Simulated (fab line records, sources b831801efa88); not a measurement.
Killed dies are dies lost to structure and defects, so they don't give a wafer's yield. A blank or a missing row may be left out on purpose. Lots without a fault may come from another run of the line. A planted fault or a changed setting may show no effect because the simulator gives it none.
Which tool did it? | flow gf180mcu | 15 lots, 45 wafers sampled, at 5 steps of a route of 602

WHAT THE GAUGES READ, wafer by wafer
GF_HV_LDD_TW_MEAS_23.
lot  | measured     | on            | HV_LDD_2_TW
L788 | day 11 08:23 | film_metro-04 | 1056 1054 1050
L789 | day 11 11:23 | film_metro-04 | 1053 1047 1055
L790 | day 11 19:46 | film_metro-03 | 1085 1082 1084
L791 | day 12 09:05 | film_metro-03 | 1080 1088 1084
L793 | day 12 23:17 | film_metro-04 | 1057 1058 1058
L794 | day 13 08:20 | film_metro-03 | 1080 1077 1075
L795 | day 13 08:26 | film_metro-04 | 1057 1051 1057
L797 | day 13 22:59 | film_metro-01 | 1077 1079 1081
L796 | day 13 23:31 | film_metro-01 | 1086 1075 1079
L800 | day 15 04:37 | film_metro-03 | 1085 1081 1083
L801 | day 15 07:08 | film_metro-03 | 1080 1082 1086
L802 | day 15 14:11 | film_metro-04 | 1054 1057 1050
L803 | day 15 19:23 | film_metro-01 | 1080 1071 1069
L807 | day 17 04:31 | film_metro-04 | 1033 1035 1034
L810 | day 18 08:11 | film_metro-04 | 1034 1032 1037

GF_HV_LDD_THK_MEAS_55.
lot  | measured     | on            | HV_LDD_CVD_54_THK (nm)
L788 | day 13 01:13 | film_metro-01 | 10.00 10.08 9.99
L789 | day 13 03:40 | film_metro-03 | 10.13 10.13 10.10
L790 | day 13 12:56 | film_metro-03 | 9.76 9.95 9.84
L791 | day 14 03:25 | film_metro-03 | 9.84 9.84 10.01
L793 | day 14 18:35 | film_metro-04 | 9.84 9.95 9.87
L794 | day 15 04:23 | film_metro-04 | 10.10 9.93 10.13
L795 | day 15 05:17 | film_metro-01 | 9.94 9.94 9.91
L797 | day 15 18:43 | film_metro-04 | 10.01 9.88 9.94
L796 | day 15 19:27 | film_metro-04 | 9.80 9.73 9.72
L800 | day 17 02:50 | film_metro-04 | 9.88 9.83 9.93
L801 | day 17 05:44 | film_metro-03 | 9.84 9.93 9.84
L802 | day 17 13:43 | film_metro-04 | 8.64 8.58 8.72 8.60 8.57 8.75
L803 | day 17 18:47 | film_metro-03 | 8.69 8.78 8.80 8.72 8.79 8.76
L807 | day 19 06:49 | film_metro-03 | 8.95 8.94 8.84 8.95 8.97 8.84
L810 | day 20 10:24 | film_metro-01 | 10.08 10.13 10.03

GF_PSD_CD_MEAS_07: target cd 400 nm.
lot  | measured     | on        | cd_nm (nm)
L788 | day 14 18:59 | cd_sem-02 | 400.7 400.6 399.4
L789 | day 14 22:30 | cd_sem-01 | 397.8 396.5 397.4
L790 | day 15 09:31 | cd_sem-02 | 402.2 401.0 400.8
L791 | day 15 23:54 | cd_sem-01 | 401.0 399.3 397.8
L793 | day 16 15:53 | cd_sem-01 | 403.9 400.5 402.8
L794 | day 17 02:25 | cd_sem-02 | 394.6 394.1 396.6
L795 | day 17 02:43 | cd_sem-02 | 397.9 400.1 396.0
L797 | day 17 17:41 | cd_sem-01 | 401.4 398.7 401.3
L796 | day 17 19:14 | cd_sem-01 | 397.5 399.1 396.8
L800 | day 19 02:52 | cd_sem-02 | 402.6 399.9 400.8
L801 | day 19 06:59 | cd_sem-01 | 397.1 401.8 400.3
L802 | day 19 15:14 | cd_sem-02 | 399.1 399.8 399.2
L803 | day 19 20:47 | cd_sem-02 | 400.5 401.4 402.7
L807 | day 21 09:46 | cd_sem-02 | 400.1 396.4 398.8
L810 | day 22 13:43 | cd_sem-01 | 402.0 402.7 401.0

GF_PSD_OVL_MEAS_08.
lot  | measured     | on         | PSD_OVL (nm)
L788 | day 14 19:06 | overlay-02 | -0.8 -0.9 0.6
L789 | day 14 22:36 | overlay-01 | -0.4 -0.4 -0.4
L790 | day 15 09:36 | overlay-02 | 0.6 -1.5 -0.2
L791 | day 16 00:00 | overlay-02 | 1.2 1.8 1.4
L793 | day 16 16:00 | overlay-02 | 1.0 -0.2 -0.1
L794 | day 17 02:32 | overlay-01 | -0.5 0.6 0.7
L795 | day 17 02:50 | overlay-01 | -2.7 -1.8 -1.1
L797 | day 17 17:48 | overlay-01 | -0.5 0.7 -0.9
L796 | day 17 19:21 | overlay-02 | 0.5 -0.6 -0.8
L800 | day 19 02:59 | overlay-02 | -0.3 1.3 -0.1
L801 | day 19 07:06 | overlay-02 | 1.6 -0.1 1.3
L802 | day 19 15:21 | overlay-02 | 0.9 0.9 2.0
L803 | day 19 20:54 | overlay-01 | 0.4 3.6 1.9
L807 | day 21 09:53 | overlay-01 | -1.4 -2.0 0.3
L810 | day 22 13:50 | overlay-01 | 0.2 1.0 -0.4

WHICH TOOL RAN EACH LOT (tool, then ch and the chambers of the sampled wafers, then the start)
lot  | GF_HV_LDD_CVD_54
L788 | lpcvd-02 ch 0, day 13 00:11
L789 | lpcvd-02 ch 1, day 13 02:38
L790 | lpcvd-01 ch 1, day 13 11:53
L791 | lpcvd-01 ch 1, day 14 02:23
L793 | lpcvd-01 ch 1, day 14 17:34
L794 | lpcvd-01 ch 1, day 15 03:22
L795 | lpcvd-02 ch 1, day 15 04:16
L797 | lpcvd-02 ch 0, day 15 17:41
L796 | lpcvd-01 ch 0, day 15 18:26
L800 | lpcvd-01 ch 1, day 17 01:49
L801 | lpcvd-01 ch 1, day 17 04:43
L802 | lpcvd-02 ch 0, day 17 12:41
L803 | lpcvd-02 ch 0, day 17 17:46
L807 | lpcvd-02 ch 0, day 19 05:17
L810 | lpcvd-01 ch 0, day 20 09:22
- GF_HV_LDD_CVD_54: deposits SiO2 from TEOS, target thk 10 nm, time 75 s.

WHAT THE TOOLS THEMSELVES READ (means of the sampled wafers that have a number; where no wafer has one, the mark that the record gives instead)
The record holds no such reading with a usual standard deviation.

THE ANSWER, worked out from the rows above alone
Rule: what is usual is taken from the lots themselves. Put in order of their means at a reading, lots are off if they are a third of the lots or fewer, leave a main group of 4 or more, and stand apart from it by a gap of 3 or more times the standard deviation of the main group's means; of several such gaps the widest counts. A main group whose means are all the same, to the digits that the tables above print for the reading, isn't used. A lot without any number at a reading at which 4 lots or more have one is off too. The other lots that the step has rows for count as sound. The gauges are gone through in route order, then the tools' own readings, and for those a lot's mean is taken as printed above. The first step at which some lot is off is used, and at that step the reading that is off furthest; a lot without a number counts as furthest.
Off: L802, L803, L807, at GF_HV_LDD_THK_MEAS_55 (HV_LDD_CVD_54_THK). The main group: mean 9.94 nm, standard deviation 0.1.
A tool fits if, at a process step before that reading, it ran every lot that is off, and no sound lot after the first of them. The gauges at GF_HV_LDD_THK_MEAS_55 are tried like those tools. One fits: lpcvd-02 at GF_HV_LDD_CVD_54. Its last sound lot is L797 (day 15 17:41), its first lot that is off L802 (day 17 12:41): a fault that began between those two fits.

WHAT THE SIMULATOR HAD PUT IN
Site profile drift: lpcvd-02, from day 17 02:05 on, at GF_HV_LDD_CVD_54. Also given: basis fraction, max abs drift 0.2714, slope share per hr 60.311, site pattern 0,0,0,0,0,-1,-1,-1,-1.
Lots struck among those shown: L802, L803, L807. The rule above found the same.
